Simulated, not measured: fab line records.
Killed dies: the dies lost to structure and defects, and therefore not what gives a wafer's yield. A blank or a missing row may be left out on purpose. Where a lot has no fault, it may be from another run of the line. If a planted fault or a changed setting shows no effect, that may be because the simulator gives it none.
Which tool is to blame?	flow gf180mcu	38 wafers from 13 lots sampled at 5 of the route's 602 steps

WHAT THE GAUGES READ, wafer by wafer
GF_NSD_OVL_MEAS_08. Usual: NSD_OVL gives 0.6 nm (standard deviation 1.3).
lot	measured	on	NSD_OVL (nm)	flag
L412	day 13 08:32	overlay-02	-1.2 0.4 0.8	
L413	day 13 18:16	overlay-01	-0.9 0.5 -0.8	
L415	day 14 06:52	overlay-02	2.0 1.1 0.4	
L417	day 15 05:33	overlay-01	1.3 1.4 0.2	
L418	day 15 05:40	overlay-02	1.7 0.2 1.5	
L419	day 15 15:14	overlay-01	-2.0 -1.0 -1.2	
L422	day 16 16:41	overlay-02	1.5 0.5 2.1	
L423	day 17 00:28	overlay-01	-1.1 -0.2 0.1	
L424	day 17 09:59	overlay-01	1.0 -0.9	
L427	day 18 11:47	overlay-01	1.5 0.7 0.4	
L434	day 20 23:57	overlay-01	1.9 2.3 3.3	
L433	day 21 00:51	overlay-02	-1.2 0.2 -2.0	
L435	day 21 06:11	overlay-02	0.0 -1.4 0.1	

GF_SALICIDE_RS_MEAS_04: the measuring method here is four-point-probe. Usual: SALICIDE_TIN_RS gives 16.4 ohm/sq (standard deviation 0.4).
lot	measured	on	SALICIDE_TIN_RS (ohm/sq)	flag
L412	day 15 02:53	film_metro-04	16.6 16.0 16.0	
L413	day 15 13:41	film_metro-02	16.5 16.5 16.1	
L415	day 16 03:25	film_metro-04	17.2 16.9 16.6	
L417	day 17 03:47	film_metro-02	15.3 15.9 15.7	
L418	day 17 04:05	film_metro-03	16.7 16.9 16.5	
L419	day 17 13:54	film_metro-03	16.2 15.9 15.9	
L422	day 18 16:07	film_metro-04	16.8 16.6 16.5	
L423	day 19 00:43	film_metro-04	8.7 16.4 16.0	OFF
L424	day 19 11:28	film_metro-04	8.8 17.0	OFF
L427	day 20 14:35	film_metro-02	8.9 8.8 16.8	OFF
L434	day 23 00:52	film_metro-03	16.7 15.9 16.2	
L433	day 23 01:22	film_metro-04	16.1 15.7 16.7	
L435	day 23 06:11	film_metro-02	16.4 16.8 16.4	

WHICH TOOL RAN EACH LOT (tool, then ch and the chambers of the sampled wafers, then the start)
lot	GF_HV_LDD_STRIP_37	GF_HV_LDD_ETCHBACK_58	GF_SALICIDE_SPUTTER_02
L412	plasma_asher-04 ch 0,1, day 11 14:12	rie_diel-04 ch 1,3, day 12 12:51	pvd_sputter-02, day 15 02:50
L413	plasma_asher-01 ch 0,1, day 11 23:50	rie_diel-04 ch 0,3, day 12 22:07	pvd_sputter-01, day 15 13:35
L415	plasma_asher-03 ch 0,1, day 12 11:39	rie_diel-03 ch 1,2,3, day 13 10:40	pvd_sputter-02, day 16 03:20
L417	plasma_asher-03 ch 0, day 13 07:15	rie_diel-02 ch 0,2,3, day 14 08:19	pvd_sputter-01, day 17 03:43
L418	plasma_asher-04 ch 0,1, day 13 09:02	rie_diel-03 ch 1,2, day 14 08:37	pvd_sputter-02, day 17 04:01
L419	plasma_asher-01 ch 0,1, day 13 16:52	rie_diel-03 ch 0,1,3, day 14 17:37	pvd_sputter-02, day 17 13:49
L422	plasma_asher-01 ch 0,1, day 14 15:59	rie_diel-04 ch 1,2,3, day 15 18:16	pvd_sputter-02, day 18 16:04
L423	plasma_asher-01 ch 0,1, day 15 00:22	rie_diel-02 ch 2,3, day 16 01:54	pvd_sputter-02, day 19 00:37
L424	plasma_asher-03 ch 1, day 15 10:34	rie_diel-04 ch 2,3, day 16 11:36	pvd_sputter-02, day 19 11:22
L427	plasma_asher-01 ch 0,1, day 16 10:24	rie_diel-03 ch 1,3, day 17 12:12	pvd_sputter-02, day 20 14:32
L434	plasma_asher-03 ch 0,1, day 18 20:14	rie_diel-02 ch 0,2,3, day 19 23:31	pvd_sputter-03, day 23 00:47
L433	plasma_asher-03 ch 0, day 18 20:48	rie_diel-03 ch 1,3, day 20 00:25	pvd_sputter-01, day 23 01:17
L435	plasma_asher-01 ch 0,1, day 19 03:08	rie_diel-04 ch 0,2,3, day 20 06:16	pvd_sputter-01, day 23 06:07
- GF_HV_LDD_STRIP_37: strips in O2/N2.
- GF_HV_LDD_ETCHBACK_58: etches Si3N4 in CH3F/O2, stops on SiO2, time 100 s, target depth 90 nm.
- GF_SALICIDE_SPUTTER_02: material Co, target thk 10 nm, time 20 s.

WHAT THE TOOLS THEMSELVES READ (means of the sampled wafers that have a number; where no wafer has one, the mark that the record gives instead)
GF_HV_LDD_STRIP_37. Usual: drypump_motor_current_A 5.8 A, standard deviation 0.43; heater_power_w 341 W, standard deviation 63; oes_product_au 0.716 a.u., standard deviation 0.0043; strip_time_to_endpoint_s 12.66 s, standard deviation 0.041.
lot	tool	drypump_motor_current_A (A)	heater_power_w (W)	oes_product_au (a.u.)	strip_time_to_endpoint_s (s)	flag
L412	plasma_asher-04	6.0	400	0.713	12.70	
L413	plasma_asher-01	5.9	362	0.722	12.66	
L415	plasma_asher-03	5.4	276	0.715	12.71	
L417	plasma_asher-03	5.0	271	0.714	12.58	
L418	plasma_asher-04	5.9	396	0.716	12.67	
L419	plasma_asher-01	5.9	367	0.712	12.63	
L422	plasma_asher-01	5.9	360	0.713	12.63	
L423	plasma_asher-01	5.9	364	0.719	12.65	
L424	plasma_asher-03	6.1	285	0.714	12.71	
L427	plasma_asher-01	6.0	393	0.716	12.61	
L434	plasma_asher-03	5.4	276	0.715	12.68	
L433	plasma_asher-03	5.0	270	0.716	12.66	
L435	plasma_asher-01	5.9	371	0.712	12.62	

GF_HV_LDD_ETCHBACK_58. Usual: drypump_motor_current_A 5.9 A, standard deviation 0.44; oes_product_au 0.844 a.u., standard deviation 0.0062; rf_fwd_power_W 397.9 W, standard deviation 1.2; throttle_valve_pct 10.562 %, standard deviation 0.0098.
lot	tool	drypump_motor_current_A (A)	oes_product_au (a.u.)	rf_fwd_power_W (W)	throttle_valve_pct (%)	flag
L412	rie_diel-04	6.0	0.851	398.8	10.565	
L413	rie_diel-04	6.3	0.847	397.2	10.565	
L415	rie_diel-03	5.4	0.844	398.2	10.557	
L417	rie_diel-02	6.0	0.839	397.3	10.556	
L418	rie_diel-03	5.2	0.841	397.1	10.566	
L419	rie_diel-03	5.5	0.847	397.9	10.566	
L422	rie_diel-04	5.9	0.845	398.5	10.567	
L423	rie_diel-02	5.9	0.841	396.2	10.565	
L424	rie_diel-04	6.0	0.835	397.0	10.562	
L427	rie_diel-03	5.2	0.853	397.7	10.556	
L434	rie_diel-02	6.0	0.844	396.8	10.564	
L433	rie_diel-03	5.0	0.852	398.4	10.562	
L435	rie_diel-04	6.1	0.843	397.6	10.566	

GF_SALICIDE_SPUTTER_02. Usual: throttle_valve_pct reads 30.3 % (standard deviation 0.66).
lot	tool	throttle_valve_pct (%)	flag
L412	pvd_sputter-02	30.0	
L413	pvd_sputter-01	30.1	
L415	pvd_sputter-02	30.0	
L417	pvd_sputter-01	30.6	
L418	pvd_sputter-02	29.7	
L419	pvd_sputter-02	30.0	
L422	pvd_sputter-02	30.1	
L423	pvd_sputter-02	29.9	
L424	pvd_sputter-02	30.0	
L427	pvd_sputter-02	29.9	
L434	pvd_sputter-03	30.5	
L433	pvd_sputter-01	31.0	
L435	pvd_sputter-01	30.6	

THE ANSWER, worked out from the rows above alone
Rule: lot off if the mean of its wafers having a number is beyond 3 standard deviations from the usual mean. A lot without any number at a reading at which 4 lots or more have one is off too. Where the step has rows for the other lots, those lots are counted as sound. The gauges are gone through in route order, then the tools' own readings, and for those a lot's mean is taken as printed above. The first step at which some lot is off is used, and at that step the reading that is off furthest; a lot without a number counts as furthest.
Off: at GF_SALICIDE_RS_MEAS_04 (SALICIDE_TIN_RS), L423, L424, L427.
If a tool, at a process step before that reading, ran all the lots that are off and no sound lot after the first of them, it fits. Those tools and the gauges at GF_SALICIDE_RS_MEAS_04 are tried in the same way. One fits: pvd_sputter-02 at GF_SALICIDE_SPUTTER_02. A fault onset in the window from L422 (day 18 16:04, its last sound lot) to L423 (day 19 00:37, its first lot off) fits.

WHAT THE SIMULATOR PUT IN
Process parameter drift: pvd_sputter-02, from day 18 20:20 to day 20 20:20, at GF_SALICIDE_SPUTTER_02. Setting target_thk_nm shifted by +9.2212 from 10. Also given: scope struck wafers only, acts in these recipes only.
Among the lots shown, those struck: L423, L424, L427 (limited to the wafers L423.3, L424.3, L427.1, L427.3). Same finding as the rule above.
